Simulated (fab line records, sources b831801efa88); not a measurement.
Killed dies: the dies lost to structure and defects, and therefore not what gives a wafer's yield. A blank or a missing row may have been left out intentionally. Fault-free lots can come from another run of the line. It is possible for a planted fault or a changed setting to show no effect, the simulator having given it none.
Split-lot experiment :: flow sky130 :: 23 wafers read from 5 lots, route of 708 steps

== SPLIT DETAILS ==
At SKY_SD_P_DEVELOP_06 (develop time 60 s), the setting dev-temp-c was moved away from the recipe's 23 C on 7 of the 23 wafers read, by -11.2% to +10.6%. This setting was run at the recipe's value on the other wafers.

The file shows no step between the split and the reading.

== THE READING ==
Shown in nm: cd-nm at SKY_SD_P_CD_MEAS_07, with target cd 380 nm. Fault-free wafers of this fab line usually give 380 nm, standard deviation 3.4 nm.

wafer: L077.1
tool, chamber at the split: litho-track-01, 0
dev-temp-c as run, C: 23
against the recipe: recipe
cd-nm, nm: 381
against lot-mates on the recipe: -

wafer: L077.2
tool, chamber at the split: litho-track-01, 0
dev-temp-c as run, C: 23
against the recipe: recipe
cd-nm, nm: 381
against lot-mates on the recipe: -

wafer: L077.3
tool, chamber at the split: litho-track-01, 0
dev-temp-c as run, C: 23
against the recipe: recipe
cd-nm, nm: 379
against lot-mates on the recipe: -

wafer: L077.5
tool, chamber at the split: litho-track-01, 0
dev-temp-c as run, C: 20.67
against the recipe: -10.1%
cd-nm, nm: 387
against lot-mates on the recipe: +7

wafer: L077.6
tool, chamber at the split: litho-track-01, 0
dev-temp-c as run, C: 20.67
against the recipe: -10.1%
cd-nm, nm: 384
against lot-mates on the recipe: +4

wafer: L080.2
tool, chamber at the split: litho-track-02, 0
dev-temp-c as run, C: 23
against the recipe: recipe
cd-nm, nm: 383
against lot-mates on the recipe: -

wafer: L080.4
tool, chamber at the split: litho-track-02, 0
dev-temp-c as run, C: 23
against the recipe: recipe
cd-nm, nm: 379
against lot-mates on the recipe: -

wafer: L080.5
tool, chamber at the split: litho-track-02, 0
dev-temp-c as run, C: 23
against the recipe: recipe
cd-nm, nm: 381
against lot-mates on the recipe: -

wafer: L082.1
tool, chamber at the split: litho-track-02, 0
dev-temp-c as run, C: 20.43
against the recipe: -11.2%
cd-nm, nm: 382
against lot-mates on the recipe: +7

wafer: L082.3
tool, chamber at the split: litho-track-02, 0
dev-temp-c as run, C: 20.43
against the recipe: -11.2%
cd-nm, nm: 385
against lot-mates on the recipe: +10

wafer: L082.4
tool, chamber at the split: litho-track-02, 0
dev-temp-c as run, C: 23
against the recipe: recipe
cd-nm, nm: 375
against lot-mates on the recipe: -

wafer: L082.5
tool, chamber at the split: litho-track-02, 0
dev-temp-c as run, C: 23
against the recipe: recipe
cd-nm, nm: 375
against lot-mates on the recipe: -

wafer: L082.6
tool, chamber at the split: litho-track-02, 0
dev-temp-c as run, C: 20.43
against the recipe: -11.2%
cd-nm, nm: 384
against lot-mates on the recipe: +9

wafer: L084.1
tool, chamber at the split: litho-track-03, 0
dev-temp-c as run, C: 25.44
against the recipe: +10.6%
cd-nm, nm: 376
against lot-mates on the recipe: -9

wafer: L084.2
tool, chamber at the split: litho-track-03, 0
dev-temp-c as run, C: 23
against the recipe: recipe
cd-nm, nm: 383
against lot-mates on the recipe: -

wafer: L084.3
tool, chamber at the split: litho-track-03, 0
dev-temp-c as run, C: 23
against the recipe: recipe
cd-nm, nm: 386
against lot-mates on the recipe: -

wafer: L084.5
tool, chamber at the split: litho-track-03, 0
dev-temp-c as run, C: 25.44
against the recipe: +10.6%
cd-nm, nm: 377
against lot-mates on the recipe: -8

wafer: L084.6
tool, chamber at the split: litho-track-03, 0
dev-temp-c as run, C: 23
against the recipe: recipe
cd-nm, nm: 386
against lot-mates on the recipe: -

wafer: L085.1
tool, chamber at the split: litho-track-03, 0
dev-temp-c as run, C: 23
against the recipe: recipe
cd-nm, nm: 378
against lot-mates on the recipe: -

wafer: L085.2
tool, chamber at the split: litho-track-03, 0
dev-temp-c as run, C: 23
against the recipe: recipe
cd-nm, nm: 374
against lot-mates on the recipe: -

wafer: L085.3
tool, chamber at the split: litho-track-03, 0
dev-temp-c as run, C: 23
against the recipe: recipe
cd-nm, nm: 375
against lot-mates on the recipe: -

wafer: L085.4
tool, chamber at the split: litho-track-03, 0
dev-temp-c as run, C: 23
against the recipe: recipe
cd-nm, nm: 375
against lot-mates on the recipe: -

wafer: L085.5
tool, chamber at the split: litho-track-03, 0
dev-temp-c as run, C: 23
against the recipe: recipe
cd-nm, nm: 376
against lot-mates on the recipe: -

FIT RESULTS
A straight line over all 23 wafers: cd-nm changes by -0.403 nm for each +1% of dev-temp-c; r = -0.57; the points scatter about the line by 3.5 nm.
The same after taking each lot's own level away (the mean of its wafers on the recipe; 23 wafers): -0.722 nm for each +1%; r = -0.95; scatter 1.5 nm.
The reading moves by 8.1 nm for the largest change in dev-temp-c, on that fit.
From 375.0 to 385.0 nm: that is the span of the lots' own levels, equal to 2.9 times the standard deviation above.
So the lot-to-lot level blurs the effect unless lot-mates are compared.
Check: +8.07 nm against its lot-mates is what the line predicts for one of the wafers moved furthest among these (-11.2%) when that wafer is left out of the fit. It came out at +7 nm against them.

== THE OTHER SPLITS THESE WAFERS WENT THROUGH ==
Other splits were also applied to these wafers ahead of the reading. Each is held against what the fit with the lots' levels taken away leaves over:
other split on the same wafers: SKY_RES_PROTECT_SOFTBAKE_03 temp-c
wafers away from the commonest value: 2
r with cd-nm (lot level and that fit taken away): -0.23

other split on the same wafers: SKY_POLY_GATE_OXIDATION_20 ox-time-s
wafers away from the commonest value: 18
r with cd-nm (lot level and that fit taken away): -0.03

other split on the same wafers: SKY_LDD_N_IMPLANT_09 energy-kev
wafers away from the commonest value: 5
r with cd-nm (lot level and that fit taken away): -0.27

other split on the same wafers: SKY_LDD_N_IMPLANT_14 energy-kev
wafers away from the commonest value: 10
r with cd-nm (lot level and that fit taken away): +0.24

other split on the same wafers: SKY_LDD_P_IMPLANT_09 energy-kev
wafers away from the commonest value: 6
r with cd-nm (lot level and that fit taken away): -0.05

other split on the same wafers: SKY_LDD_HVN_COAT_02 spin-rpm
wafers away from the commonest value: 7
r with cd-nm (lot level and that fit taken away): +0.06

other split on the same wafers: SKY_LDD_HVN_IMPLANT_08 energy-kev
wafers away from the commonest value: 8
r with cd-nm (lot level and that fit taken away): +0.20

other split on the same wafers: SKY_LDD_LDN_COAT_02 spin-rpm
wafers away from the commonest value: 8
r with cd-nm (lot level and that fit taken away): -0.02

other split on the same wafers: SKY_LDD_LDN_IMPLANT_09 energy-kev
wafers away from the commonest value: 9
r with cd-nm (lot level and that fit taken away): -0.19

other split on the same wafers: SKY_POLY_CUT_COAT_02 resist-thk-nm
wafers away from the commonest value: 7
r with cd-nm (lot level and that fit taken away): +0.13

== THE FILE'S OWN FIT ==
cd-nm changes by -0.704 nm for each +1% of dev-temp-c, r = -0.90.
